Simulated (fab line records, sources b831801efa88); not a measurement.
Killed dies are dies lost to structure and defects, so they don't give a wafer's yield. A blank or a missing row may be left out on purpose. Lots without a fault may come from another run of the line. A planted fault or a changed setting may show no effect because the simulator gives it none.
Which tool did it? | flow sky130 | 6 lots, 18 wafers sampled, at 2 steps of a route of 708

WHAT THE GAUGES READ, wafer by wafer
SKY_VT_ADJUST_HVTP_OVL_MEAS_08.
lot  | measured     | on         | VT_ADJUST_HVTP_OVL (nm)
L422 | day 6 15:46  | overlay-01 | 1.3 2.1 2.0
L426 | day 7 18:51  | overlay-01 | 1.3 0.9 0.4
L428 | day 8 05:28  | overlay-01 | 1.0 1.2 0.2
L431 | day 8 22:05  | overlay-02 | -115.0 -117.2 -114.7
L433 | day 9 12:13  | overlay-01 | -1.1 -1.8 0.1
L440 | day 11 20:58 | overlay-01 | 0.6 1.5 0.0

WHICH TOOL RAN EACH LOT (tool, then ch and the chambers of the sampled wafers, then the start)
lot  | SKY_VT_ADJUST_HVTP_EXPOSE_04
L422 | iline_stepper-02 ch 0, day 6 06:47
L426 | iline_stepper-01 ch 0, day 7 08:54
L428 | iline_stepper-01 ch 0, day 7 19:12
L431 | iline_stepper-02 ch 0, day 8 11:30
L433 | iline_stepper-01 ch 0, day 9 01:26
L440 | iline_stepper-01 ch 0, day 11 09:50
- SKY_VT_ADJUST_HVTP_EXPOSE_04: exposes mask HVTPM, target cd 380 nm.

THE ANSWER, worked out from the rows above alone
Rule: what is usual is taken from the lots themselves. Put in order of their means at a reading, lots are off if they are a third of the lots or fewer, leave a main group of 4 or more, and stand apart from it by a gap of 3 or more times the standard deviation of the main group's means; of several such gaps the widest counts. A main group whose means are all the same, to the digits that the tables above print for the reading, isn't used. A lot without any number at a reading at which 4 lots or more have one is off too. The other lots that the step has rows for count as sound.
Off: L431, at SKY_VT_ADJUST_HVTP_OVL_MEAS_08 (VT_ADJUST_HVTP_OVL). The main group: mean 0.6 nm, standard deviation 0.88.
A tool fits if, at a process step before that reading, it ran every lot that is off, and no sound lot after the first of them. The gauges at SKY_VT_ADJUST_HVTP_OVL_MEAS_08 are tried like those tools. Can't be told from this: 2 tools fit, iline_stepper-02 at SKY_VT_ADJUST_HVTP_EXPOSE_04, overlay-02 at SKY_VT_ADJUST_HVTP_OVL_MEAS_08.

WHAT THE SIMULATOR HAD PUT IN
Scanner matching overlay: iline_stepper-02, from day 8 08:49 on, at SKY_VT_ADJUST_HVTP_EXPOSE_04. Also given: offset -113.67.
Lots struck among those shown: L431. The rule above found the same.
